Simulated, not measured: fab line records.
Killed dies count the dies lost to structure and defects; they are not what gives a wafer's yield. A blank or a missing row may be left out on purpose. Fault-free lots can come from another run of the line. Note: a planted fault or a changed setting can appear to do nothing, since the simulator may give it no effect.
Problem report, 8D (eight disciplines) form, completed by code -- flow sfq line -- the parts of the form that need people (team, actions taken, sign-off) are left out

## 1. WHAT WENT WRONG
L0_MONX_KI_RS at SFQ_L0_RS_MEAS_901 reads a mean of 69.2 ohm/sq on 4 wafers of 3 lots; wafers without a fault read 43.5 ohm/sq with a standard deviation of 0.52. That is +49 standard deviations from the usual mean.
The step: measures by four-point-probe.
Seen first at day 4 15:34 on film metro-01, wafer L741.4. At this step, 45 wafers from 15 lots have a number in the record. The rule behind "out" and "out of limits": a value lying over 4 standard deviations away from the usual mean. Any other wafer with a number is counted as sound.

## 2. WHAT IT IS; WHAT IT IS NOT
question,is,is not
which readings at this step,L0_MONX_KI_RS,-
which lots,"L741, L742, L743","L726, L727, L730, L731, L732, L733, L734, L735, L738, L739, L740, L747"
which wafers of those lots,"L741.4, L742.4, L743.2, L743.4","L741.1, L741.5, L742.5, L742.6, L743.6"
read on which gauges,"film metro-01, film metro-03, film metro-04",-
when,from day 4 15:34,"up to then (35 sound wafers); but 6 sound wafers of L742, L743, L747 came after"

## 3. WHAT RULES OUT EACH SUSPECT
Counting: a tool at a process step up to the reading stays a suspect if it ran every lot that is out. Sound lots after the first of them don't rule it out here, since some wafers of a struck lot are sound.
- the gauge at SFQ_L0_RS_MEAS_901 has been ruled out. The wafers that are out were read on 3 gauges (film metro-01, film metro-03, film metro-04).
- pvd sputter-03 at SFQ_TRILAYER_L0_DEP_SPUTTER_003 (material MoNx KI, target thk 40 nm, time 100 s): kept. It ran every lot that is out, first L741 (day 4 15:29); its last sound lot up to then is L739 (day 4 05:29).
Remaining after the count: pvd sputter-03 at SFQ_TRILAYER_L0_DEP_SPUTTER_003.

## 4. THE CAUSE (what the simulator had put in)
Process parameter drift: pvd sputter-03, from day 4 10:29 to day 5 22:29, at SFQ_TRILAYER_L0_DEP_SPUTTER_003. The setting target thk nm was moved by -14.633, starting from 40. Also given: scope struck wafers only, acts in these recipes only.
After counting, this tool was the only one left.

## 5. THE CHAIN OF EFFECTS, in route order
Each row: a reading where the mean over the struck wafers with a number is more than 3 standard deviations away from the usual. Only readings for which the record gives a usual standard deviation are gone through. hours: the time from each lot's start at the first step in this table that gives one to its start at this step, as a median over the lots. sigmas: the change in usual standard deviations.
hours,step,reading,usual,on struck wafers,change,sigmas
0,SFQ_L0_RS_MEAS_901,L0_MONX_KI_RS,43.5 ohm/sq,69.2,+25.7,+49
0,SFQ_L0_THK_MEAS_902,L0_MONX_KI_THK,40.0 nm,25.1,-14.9,-30
87,SFQ_TRILAYER_L0_ETCH_METAL_ETCH_008,oes product au,0.874 a.u.,0.686,-0.188,-25
Here are the process steps it includes:
- SFQ_TRILAYER_L0_ETCH_METAL_ETCH_008: etches MoNx KI in SF6/O2, stops on SiO2, target depth 50 nm, time 25 s.

## 6. WHAT WOULD HAVE CAUGHT IT SOONER
The first out-of-limits reading at a measuring or inspecting step in this record came at day 4 15:34, 5 hours after the fault's start at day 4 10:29.
No tool reading at SFQ_TRILAYER_L0_DEP_SPUTTER_003 that has a usual standard deviation in the record was out on any struck wafer, so an alarm limit of 4 standard deviations on those readings would not have fired.
L742, L743, from the lots that are out (3), started SFQ_TRILAYER_L0_DEP_SPUTTER_003 on pvd sputter-03 later than day 4 15:34. A hold on the tool at that time would have spared those 2.
